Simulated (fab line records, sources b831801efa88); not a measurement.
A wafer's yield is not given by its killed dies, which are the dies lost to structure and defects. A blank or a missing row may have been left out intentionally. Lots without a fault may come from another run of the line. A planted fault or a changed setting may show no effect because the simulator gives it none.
The tool behind it: which one? / flow sky130 / 14 lots with 42 wafers sampled at 6 steps, on a route of 708 steps

## WHAT EACH GAUGE READ, for each wafer
SKY_SONOS_ONO_CD_MEAS_13: target cd 410 nm.
lot=L882; measured=day 13 01:31; on=cd-sem-02; cd-nm (nm)=412.1 410.7 410.9
lot=L884; measured=day 13 11:13; on=cd-sem-01; cd-nm (nm)=410.4 410.4 409.7
lot=L885; measured=day 14 01:43; on=cd-sem-01; cd-nm (nm)=412.1 414.5 411.8
lot=L889; measured=day 17 01:11; on=cd-sem-01; cd-nm (nm)=411.6 410.9 413.7
lot=L893; measured=day 17 22:44; on=cd-sem-02; cd-nm (nm)=412.0 410.8 413.2
lot=L895; measured=day 18 13:49; on=cd-sem-01; cd-nm (nm)=408.3 411.0 410.3
lot=L897; measured=day 18 19:41; on=cd-sem-01; cd-nm (nm)=413.3 413.6 412.4
lot=L896; measured=day 18 19:56; on=cd-sem-02; cd-nm (nm)=413.7 412.2 411.5
lot=L899; measured=day 19 10:40; on=cd-sem-01; cd-nm (nm)=407.2 406.1 406.1
lot=L898; measured=day 19 10:55; on=cd-sem-01; cd-nm (nm)=413.4 412.3 413.8
lot=L901; measured=day 19 18:55; on=cd-sem-02; cd-nm (nm)=408.3 408.7 408.6
lot=L903; measured=day 20 03:00; on=cd-sem-02; cd-nm (nm)=406.6 408.6 407.3
lot=L902; measured=day 20 06:33; on=cd-sem-01; cd-nm (nm)=411.1 408.4 412.4
lot=L904; measured=day 20 15:37; on=cd-sem-02; cd-nm (nm)=409.7 411.5 409.3

SKY_GATE_OXIDE_TW_MEAS_14.
lot=L882; measured=day 14 05:49; on=film-metro-04; GATE_OXIDE_TW=222.2 223.9 222.5
lot=L884; measured=day 14 15:38; on=film-metro-04; GATE_OXIDE_TW=222.6 221.9 223.4
lot=L885; measured=day 15 07:13; on=film-metro-01; GATE_OXIDE_TW=221.6 222.2 222.4
lot=L889; measured=day 18 10:20; on=film-metro-01; GATE_OXIDE_TW=224.0 222.4 222.7
lot=L893; measured=day 19 07:31; on=film-metro-04; GATE_OXIDE_TW=223.2 222.8 223.6
lot=L895; measured=day 19 23:14; on=film-metro-04; GATE_OXIDE_TW=222.5 223.0 225.2
lot=L897; measured=day 20 05:14; on=film-metro-01; GATE_OXIDE_TW=224.1 222.9 223.6
lot=L896; measured=day 20 05:40; on=film-metro-04; GATE_OXIDE_TW=222.3 220.6 222.3
lot=L899; measured=day 20 19:37; on=film-metro-04; GATE_OXIDE_TW=221.7 222.8 222.0
lot=L898; measured=day 20 20:55; on=film-metro-04; GATE_OXIDE_TW=223.0 222.5 223.1
lot=L901; measured=day 21 04:08; on=film-metro-01; GATE_OXIDE_TW=224.6 223.9 222.9
lot=L903; measured=day 21 11:45; on=film-metro-04; GATE_OXIDE_TW=221.6 222.1 223.4
lot=L902; measured=day 21 16:38; on=film-metro-04; GATE_OXIDE_TW=222.1 222.6 222.5
lot=L904; measured=day 21 23:34; on=film-metro-01; GATE_OXIDE_TW=223.4 224.1 224.0

SKY_SD_P_TW_MEAS_11.
lot=L882; measured=day 25 22:00; on=film-metro-03; SD_P_TW=2807 2787 2800
lot=L884; measured=day 26 11:25; on=film-metro-01; SD_P_TW=2820 2802 2843
lot=L885; measured=day 26 19:27; on=film-metro-01; SD_P_TW=2828 2820 2821
lot=L895; measured=day 31 10:33; on=film-metro-03; SD_P_TW=2790 2775 2784
lot=L897; measured=day 31 17:42; on=film-metro-02; SD_P_TW=2814 2832 2821
lot=L896; measured=day 31 18:46; on=film-metro-01; SD_P_TW=2800 2804 2813
lot=L899; measured=day 32 02:53; on=film-metro-01; SD_P_TW=2811 2816 2804
lot=L898; measured=day 32 04:37; on=film-metro-01; SD_P_TW=2826 2816 2801
lot=L901; measured=day 32 11:19; on=film-metro-02; SD_P_TW=2828 2803 2802
lot=L903; measured=day 32 19:51; on=film-metro-01; SD_P_TW=2809 2816 2811
lot=L902; measured=day 32 22:11; on=film-metro-02; SD_P_TW=2800 2810 2810
lot=L904; measured=day 33 07:22; on=film-metro-02; SD_P_TW=2836 2830 2842

## WHICH TOOL RAN EACH LOT (tool, then ch and the chambers of the sampled wafers, then the start)
lot=L882; SKY_POLY_CUT_ETCH_10=rie-diel-03 ch 2,3, day 24 15:27; SKY_POLY_CUT_ETCH_11=rie-diel-03 ch 2,3, day 24 15:29; SKY_POLY_CUT_STRIP_12=plasma-asher-03 ch 1, day 24 15:32
lot=L884; SKY_POLY_CUT_ETCH_10=rie-diel-02 ch 1,3, day 25 05:29; SKY_POLY_CUT_ETCH_11=rie-diel-02 ch 1,3, day 25 05:32; SKY_POLY_CUT_STRIP_12=plasma-asher-04 ch 1, day 25 05:34
lot=L885; SKY_POLY_CUT_ETCH_10=rie-diel-02 ch 2,3, day 25 14:29; SKY_POLY_CUT_ETCH_11=rie-diel-02 ch 2,3, day 25 14:32; SKY_POLY_CUT_STRIP_12=plasma-asher-03 ch 0,1, day 25 14:34
lot=L889; SKY_POLY_CUT_ETCH_10=rie-diel-03 ch 0,1,3, day 28 23:31; SKY_POLY_CUT_ETCH_11=rie-diel-03 ch 0,1,3, day 28 23:34; SKY_POLY_CUT_STRIP_12=plasma-asher-02 ch 0,1, day 28 23:37
lot=L893; SKY_POLY_CUT_ETCH_10=rie-diel-02 ch 1,2, day 29 14:53; SKY_POLY_CUT_ETCH_11=rie-diel-02 ch 1,2, day 29 14:56; SKY_POLY_CUT_STRIP_12=plasma-asher-03 ch 0,1, day 29 14:58
lot=L895; SKY_POLY_CUT_ETCH_10=rie-diel-04 ch 0,1,3, day 30 06:43; SKY_POLY_CUT_ETCH_11=rie-diel-04 ch 0,1,3, day 30 06:46; SKY_POLY_CUT_STRIP_12=plasma-asher-02 ch 0,1, day 30 06:49
lot=L897; SKY_POLY_CUT_ETCH_10=rie-diel-04 ch 0,1,3, day 30 12:57; SKY_POLY_CUT_ETCH_11=rie-diel-04 ch 0,1,3, day 30 12:59; SKY_POLY_CUT_STRIP_12=plasma-asher-03 ch 0,1, day 30 13:04
lot=L896; SKY_POLY_CUT_ETCH_10=rie-diel-03 ch 0,1,2, day 30 14:31; SKY_POLY_CUT_ETCH_11=rie-diel-03 ch 0,1,2, day 30 14:34; SKY_POLY_CUT_STRIP_12=plasma-asher-02 ch 0,1, day 30 14:37
lot=L899; SKY_POLY_CUT_ETCH_10=rie-diel-03 ch 0,2,3, day 30 23:02; SKY_POLY_CUT_ETCH_11=rie-diel-03 ch 0,2,3, day 30 23:05; SKY_POLY_CUT_STRIP_12=plasma-asher-03 ch 0,1, day 30 23:07
lot=L898; SKY_POLY_CUT_ETCH_10=rie-diel-03 ch 0,1,2, day 31 01:46; SKY_POLY_CUT_ETCH_11=rie-diel-03 ch 0,1,2, day 31 01:49; SKY_POLY_CUT_STRIP_12=plasma-asher-03 ch 0,1, day 31 01:52
lot=L901; SKY_POLY_CUT_ETCH_10=rie-diel-04 ch 1,2,3, day 31 07:38; SKY_POLY_CUT_ETCH_11=rie-diel-04 ch 1,2,3, day 31 07:41; SKY_POLY_CUT_STRIP_12=plasma-asher-03 ch 0, day 31 07:43
lot=L903; SKY_POLY_CUT_ETCH_10=rie-diel-03 ch 0,2,3, day 31 15:58; SKY_POLY_CUT_ETCH_11=rie-diel-03 ch 0,2,3, day 31 16:01; SKY_POLY_CUT_STRIP_12=plasma-asher-03 ch 0,1, day 31 16:05
lot=L902; SKY_POLY_CUT_ETCH_10=rie-diel-02 ch 0,1, day 31 19:07; SKY_POLY_CUT_ETCH_11=rie-diel-02 ch 0,1, day 31 19:10; SKY_POLY_CUT_STRIP_12=plasma-asher-02 ch 0,1, day 31 19:13
lot=L904; SKY_POLY_CUT_ETCH_10=rie-diel-02 ch 2,3, day 32 04:02; SKY_POLY_CUT_ETCH_11=rie-diel-02 ch 2,3, day 32 04:05; SKY_POLY_CUT_STRIP_12=plasma-asher-02 ch 0,1, day 32 04:07
- SKY_POLY_CUT_ETCH_10: etches BARC in N2/H2, stops on SiO2, time 45.9 s, target depth 60 nm.
- SKY_POLY_CUT_ETCH_11: etches Si3N4 in CF4/CH2F2/Ar, stops on poly-Si, time 42.5 s, target depth 60 nm.
- SKY_POLY_CUT_STRIP_12: strips in O2/N2.

## AS READ BY THE TOOLS THEMSELVES (means over the sampled wafers that have a number; for cases with no such wafer, the mark the record gives instead)
SKY_POLY_CUT_ETCH_10.
lot=L882; tool=rie-diel-03; bias-w (W)=99.9; chamber-pressure-mTorr (mTorr)=30.001; drypump-motor-current-A (A)=5.8; oes-product-au (a.u.)=0.859; throttle-valve-pct (%)=13.220
lot=L884; tool=rie-diel-02; bias-w (W)=99.9; chamber-pressure-mTorr (mTorr)=29.974; drypump-motor-current-A (A)=6.2; oes-product-au (a.u.)=0.857; throttle-valve-pct (%)=13.220
lot=L885; tool=rie-diel-02; bias-w (W)=99.9; chamber-pressure-mTorr (mTorr)=30.017; drypump-motor-current-A (A)=6.1; oes-product-au (a.u.)=0.850; throttle-valve-pct (%)=13.220
lot=L889; tool=rie-diel-03; bias-w (W)=-; chamber-pressure-mTorr (mTorr)=-; drypump-motor-current-A (A)=-; oes-product-au (a.u.)=-; throttle-valve-pct (%)=-
lot=L893; tool=rie-diel-02; bias-w (W)=-; chamber-pressure-mTorr (mTorr)=-; drypump-motor-current-A (A)=-; oes-product-au (a.u.)=-; throttle-valve-pct (%)=-
lot=L895; tool=rie-diel-04; bias-w (W)=99.7; chamber-pressure-mTorr (mTorr)=30.020; drypump-motor-current-A (A)=5.9; oes-product-au (a.u.)=0.854; throttle-valve-pct (%)=13.228
lot=L897; tool=rie-diel-04; bias-w (W)=100.1; chamber-pressure-mTorr (mTorr)=30.007; drypump-motor-current-A (A)=5.9; oes-product-au (a.u.)=0.855; throttle-valve-pct (%)=13.213
lot=L896; tool=rie-diel-03; bias-w (W)=100.0; chamber-pressure-mTorr (mTorr)=29.970; drypump-motor-current-A (A)=5.4; oes-product-au (a.u.)=0.851; throttle-valve-pct (%)=13.228
lot=L899; tool=rie-diel-03; bias-w (W)=100.2; chamber-pressure-mTorr (mTorr)=30.013; drypump-motor-current-A (A)=5.6; oes-product-au (a.u.)=0.856; throttle-valve-pct (%)=13.231
lot=L898; tool=rie-diel-03; bias-w (W)=100.1; chamber-pressure-mTorr (mTorr)=29.998; drypump-motor-current-A (A)=5.4; oes-product-au (a.u.)=0.856; throttle-valve-pct (%)=13.227
lot=L901; tool=rie-diel-04; bias-w (W)=100.5; chamber-pressure-mTorr (mTorr)=29.975; drypump-motor-current-A (A)=5.5; oes-product-au (a.u.)=0.856; throttle-valve-pct (%)=13.235
lot=L903; tool=rie-diel-03; bias-w (W)=99.8; chamber-pressure-mTorr (mTorr)=30.010; drypump-motor-current-A (A)=5.6; oes-product-au (a.u.)=0.857; throttle-valve-pct (%)=13.223
lot=L902; tool=rie-diel-02; bias-w (W)=100.0; chamber-pressure-mTorr (mTorr)=29.985; drypump-motor-current-A (A)=5.9; oes-product-au (a.u.)=0.858; throttle-valve-pct (%)=13.228
lot=L904; tool=rie-diel-02; bias-w (W)=99.9; chamber-pressure-mTorr (mTorr)=29.995; drypump-motor-current-A (A)=6.2; oes-product-au (a.u.)=0.854; throttle-valve-pct (%)=13.230

SKY_POLY_CUT_ETCH_11.
lot=L882; tool=rie-diel-03; bias-w (W)=149.9; cf4-flow-sccm (sccm)=39.93; drypump-motor-current-A (A)=5.8; oes-product-au (a.u.)=0.814; throttle-valve-pct (%)=14.999
lot=L884; tool=rie-diel-02; bias-w (W)=150.0; cf4-flow-sccm (sccm)=39.95; drypump-motor-current-A (A)=6.2; oes-product-au (a.u.)=0.828; throttle-valve-pct (%)=14.996
lot=L885; tool=rie-diel-02; bias-w (W)=150.2; cf4-flow-sccm (sccm)=40.05; drypump-motor-current-A (A)=6.1; oes-product-au (a.u.)=0.813; throttle-valve-pct (%)=14.998
lot=L889; tool=rie-diel-03; bias-w (W)=149.9; cf4-flow-sccm (sccm)=39.93; drypump-motor-current-A (A)=5.4; oes-product-au (a.u.)=0.377; throttle-valve-pct (%)=14.956
lot=L893; tool=rie-diel-02; bias-w (W)=150.3; cf4-flow-sccm (sccm)=39.86; drypump-motor-current-A (A)=6.1; oes-product-au (a.u.)=0.367; throttle-valve-pct (%)=14.951
lot=L895; tool=rie-diel-04; bias-w (W)=150.4; cf4-flow-sccm (sccm)=40.12; drypump-motor-current-A (A)=5.9; oes-product-au (a.u.)=0.821; throttle-valve-pct (%)=15.005
lot=L897; tool=rie-diel-04; bias-w (W)=150.7; cf4-flow-sccm (sccm)=40.07; drypump-motor-current-A (A)=5.9; oes-product-au (a.u.)=0.822; throttle-valve-pct (%)=14.997
lot=L896; tool=rie-diel-03; bias-w (W)=149.8; cf4-flow-sccm (sccm)=40.03; drypump-motor-current-A (A)=5.4; oes-product-au (a.u.)=0.820; throttle-valve-pct (%)=15.002
lot=L899; tool=rie-diel-03; bias-w (W)=150.1; cf4-flow-sccm (sccm)=40.15; drypump-motor-current-A (A)=5.6; oes-product-au (a.u.)=0.824; throttle-valve-pct (%)=14.995
lot=L898; tool=rie-diel-03; bias-w (W)=149.6; cf4-flow-sccm (sccm)=39.91; drypump-motor-current-A (A)=5.4; oes-product-au (a.u.)=0.822; throttle-valve-pct (%)=14.997
lot=L901; tool=rie-diel-04; bias-w (W)=150.1; cf4-flow-sccm (sccm)=40.02; drypump-motor-current-A (A)=5.6; oes-product-au (a.u.)=0.822; throttle-valve-pct (%)=14.991
lot=L903; tool=rie-diel-03; bias-w (W)=149.9; cf4-flow-sccm (sccm)=40.01; drypump-motor-current-A (A)=5.6; oes-product-au (a.u.)=0.826; throttle-valve-pct (%)=14.995
lot=L902; tool=rie-diel-02; bias-w (W)=150.7; cf4-flow-sccm (sccm)=39.99; drypump-motor-current-A (A)=5.9; oes-product-au (a.u.)=0.829; throttle-valve-pct (%)=14.995
lot=L904; tool=rie-diel-02; bias-w (W)=150.5; cf4-flow-sccm (sccm)=39.99; drypump-motor-current-A (A)=6.2; oes-product-au (a.u.)=0.816; throttle-valve-pct (%)=14.994

SKY_POLY_CUT_STRIP_12.
lot=L882; tool=plasma-asher-03; drypump-motor-current-A (A)=6.3; oes-product-au (a.u.)=0.452; strip-time-to-endpoint-s (s)=5.370
lot=L884; tool=plasma-asher-04; drypump-motor-current-A (A)=5.2; oes-product-au (a.u.)=0.451; strip-time-to-endpoint-s (s)=5.332
lot=L885; tool=plasma-asher-03; drypump-motor-current-A (A)=5.9; oes-product-au (a.u.)=0.456; strip-time-to-endpoint-s (s)=5.375
lot=L889; tool=plasma-asher-02; drypump-motor-current-A (A)=5.5; oes-product-au (a.u.)=0.461; strip-time-to-endpoint-s (s)=5.649
lot=L893; tool=plasma-asher-03; drypump-motor-current-A (A)=5.6; oes-product-au (a.u.)=0.464; strip-time-to-endpoint-s (s)=5.646
lot=L895; tool=plasma-asher-02; drypump-motor-current-A (A)=5.8; oes-product-au (a.u.)=0.451; strip-time-to-endpoint-s (s)=5.334
lot=L897; tool=plasma-asher-03; drypump-motor-current-A (A)=5.6; oes-product-au (a.u.)=0.453; strip-time-to-endpoint-s (s)=5.362
lot=L896; tool=plasma-asher-02; drypump-motor-current-A (A)=5.8; oes-product-au (a.u.)=0.448; strip-time-to-endpoint-s (s)=5.350
lot=L899; tool=plasma-asher-03; drypump-motor-current-A (A)=5.9; oes-product-au (a.u.)=0.454; strip-time-to-endpoint-s (s)=5.363
lot=L898; tool=plasma-asher-03; drypump-motor-current-A (A)=5.9; oes-product-au (a.u.)=0.451; strip-time-to-endpoint-s (s)=5.325
lot=L901; tool=plasma-asher-03; drypump-motor-current-A (A)=5.2; oes-product-au (a.u.)=0.451; strip-time-to-endpoint-s (s)=5.364
lot=L903; tool=plasma-asher-03; drypump-motor-current-A (A)=6.0; oes-product-au (a.u.)=0.454; strip-time-to-endpoint-s (s)=5.349
lot=L902; tool=plasma-asher-02; drypump-motor-current-A (A)=5.8; oes-product-au (a.u.)=0.453; strip-time-to-endpoint-s (s)=5.374
lot=L904; tool=plasma-asher-02; drypump-motor-current-A (A)=5.8; oes-product-au (a.u.)=0.454; strip-time-to-endpoint-s (s)=5.333

## THE ANSWER, worked out from the rows above alone
Rule: the lots themselves supply what counts as usual. The widest of any qualifying gaps counts: lots, ordered by their means at a reading, are off when they make up no more than a third of the lots, leave a main group of 4 or more, and stand apart from it by 3 or more times the standard deviation of that group's means. A main group whose means are all the same, to the digits that the tables above print for the reading, isn't used. A lot without any number at a reading at which 4 lots or more have one is off too. The other lots that the step has rows for count as sound. After the gauges, taken in route order, come the tools' own readings; for these a lot's mean is taken, as printed above. The first step at which some lot is off is used, and at that step the reading that is off furthest; a lot without a number counts as furthest.
Off, at SKY_POLY_CUT_ETCH_10 on bias-w: L889, L893. Without a number there: L889, L893. Main group: mean 100.0 W, sd 0.2.
A tool fits if, at that step or a process step before it, it ran every lot that is off, and no sound lot after the first of them. No candidate that was tried fits.

## WHAT WAS PUT IN BY THE SIMULATOR
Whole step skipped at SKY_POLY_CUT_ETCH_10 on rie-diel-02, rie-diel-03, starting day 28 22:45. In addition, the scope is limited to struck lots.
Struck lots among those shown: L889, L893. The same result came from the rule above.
